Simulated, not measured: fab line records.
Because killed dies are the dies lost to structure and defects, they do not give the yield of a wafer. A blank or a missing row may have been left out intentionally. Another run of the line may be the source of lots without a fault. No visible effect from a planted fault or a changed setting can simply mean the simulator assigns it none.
Matching of chambers	flow sky130	rie_diel-02 running SKY_CONTACT_ETCH_16: 4 sister chambers
The step etches BARC in N2/H2, stops on SiO2, time 45.9 s, target depth 60 nm. 8 wafers are shown with their chamber, then 10 later ones without.

== WAFERS, EACH WITH ITS CHAMBER ==
wafer	chamber	drypump_motor_current_A (A)	throttle_valve_pct (%)
L079.4	1	5.8	13.231
L080.4	0	5.3	13.209
L080.5	0	5.3	13.236
L081.3	3	6.7	13.228
L081.5	2	5.8	13.231
L081.6	1	5.7	13.222
L087.1	2	5.8	13.239
L087.4	3	6.6	13.225

== WAFERS WITH NO CHAMBER GIVEN ==
wafer	drypump_motor_current_A (A)	throttle_valve_pct (%)
L087.6	5.3	13.219
L090.3	5.4	13.222
L090.4	5.7	13.230
L090.5	5.7	13.219
L092.3	5.8	13.245
L092.5	5.3	13.234
L092.6	5.7	13.242
L097.1	5.7	13.229
L097.4	5.3	13.236
L097.5	5.3	13.234

== WHICH CHAMBER EACH ONE RAN IN ==
wafer	from the rows above	in truth
L087.6	0	0
L090.3	0	0
L090.4	can't be placed: 1 or 2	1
L090.5	can't be placed: 1 or 2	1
L092.3	can't be placed: 2 or 1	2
L092.5	0	0
L092.6	can't be placed: 1 or 2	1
L097.1	can't be placed: 1 or 2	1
L097.4	0	0
L097.5	0	0
Placed correctly: 5 of 10. Cannot be placed on the basis of these rows: 5; the candidates contain the true chamber in 5. Number placed wrongly: 0.
How it was worked out, from the rows above alone: a wafer's distance from a chamber is the root of the sum, over the readings, of the square of ((its reading less the chamber's mean) divided by the reading's scatter). If the next closest chamber is less than 2 further off than the closest, the wafer can't be placed; otherwise it belongs to the closest. A chamber's mean is the mean of its shown wafers. The scatter is the square root of a quotient: the sum, over the shown wafers, of each reading's squared deviation from its chamber's mean, divided by wafers minus chambers.
